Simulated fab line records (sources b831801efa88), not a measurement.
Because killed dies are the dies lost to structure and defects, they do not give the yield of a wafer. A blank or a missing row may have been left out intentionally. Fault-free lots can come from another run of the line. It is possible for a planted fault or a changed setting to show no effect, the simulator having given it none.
The same fault as seen by 2 desks :: flow sky130 :: each desk has only its own numbers; what lay behind them comes last

## THE METROLOGY DESK
Lot by lot, what the gauges showed, no matter which tool ran the lot: averages of those sampled wafers that carry a number. A lot is out of limits, marked OUT, if its mean lies more than 4 standard deviations from the usual mean; the brackets give that distance.
Columns: A = SONOS_ONO_CVD_02_THK at SKY_SONOS_ONO_THK_MEAS_03, usual 10.49 nm; B = SONOS_ONO_CVD_04_THK at SKY_SONOS_ONO_THK_MEAS_05, usual 5.74 nm; C = cd-nm at SKY_SONOS_ONO_CD_MEAS_13, usual 410.2 nm; D = SONOS_ONO_OVL at SKY_SONOS_ONO_OVL_MEAS_14, usual 0.0 nm
lot: L745
first seen here: day 11 16:01
A: 10.26
B: 5.62
C: 412.7
D: 1.5

lot: L749
first seen here: day 12 21:01
A: 10.56
B: 5.70
C: 409.4
D: -1.0

lot: L750
first seen here: day 13 09:07
A: 10.28
B: 5.53
C: 410.6
D: -1.5

lot: L758
first seen here: day 16 11:36
A: 10.49
B: 5.68
C: 409.8
D: -0.0

lot: L760
first seen here: day 16 20:11
A: 10.49
B: 5.76
C: 411.0
D: 0.8

lot: L765
first seen here: day 18 09:01
A: 10.57
B: 5.75
C: 409.5
D: 0.2
Result from this desk: across the 6 lots, nothing is out of limits.

## FOR THE TOOL OWNER'S DESK: rie-diel-04
The tool's own readings at SKY_SONOS_ONO_ETCH_15 (etches the open film in CHF3/O2, target depth 19.52 nm, time 7.8 s): means of the sampled wafers that have a number, for each lot that ran on this tool. A lot is out of limits, marked OUT, if its mean lies more than 4 standard deviations from the usual mean; the brackets give that distance.
Columns: A = drypump-motor-current-A at SKY_SONOS_ONO_ETCH_15, usual 5.62 A; B = oes-product-au at SKY_SONOS_ONO_ETCH_15, usual 1.013 a.u.; C = throttle-valve-pct at SKY_SONOS_ONO_ETCH_15, usual 8.827 %
lot: L745
first seen here: day 12 17:00
A: 5.68
B: 1.013
C: 8.834

lot: L749
first seen here: day 14 03:58
A: 5.58
B: 1.025
C: 8.825

lot: L750
first seen here: day 14 13:04
A: 5.69
B: 1.017
C: 8.828
Result from this desk: across the 3 lots, nothing is out of limits.

## BROUGHT TOGETHER
Metrology desk: nothing out of limits seen.
The tool owner's desk saw nothing out of limits.

## WHAT THE SIMULATOR HAD INSERTED
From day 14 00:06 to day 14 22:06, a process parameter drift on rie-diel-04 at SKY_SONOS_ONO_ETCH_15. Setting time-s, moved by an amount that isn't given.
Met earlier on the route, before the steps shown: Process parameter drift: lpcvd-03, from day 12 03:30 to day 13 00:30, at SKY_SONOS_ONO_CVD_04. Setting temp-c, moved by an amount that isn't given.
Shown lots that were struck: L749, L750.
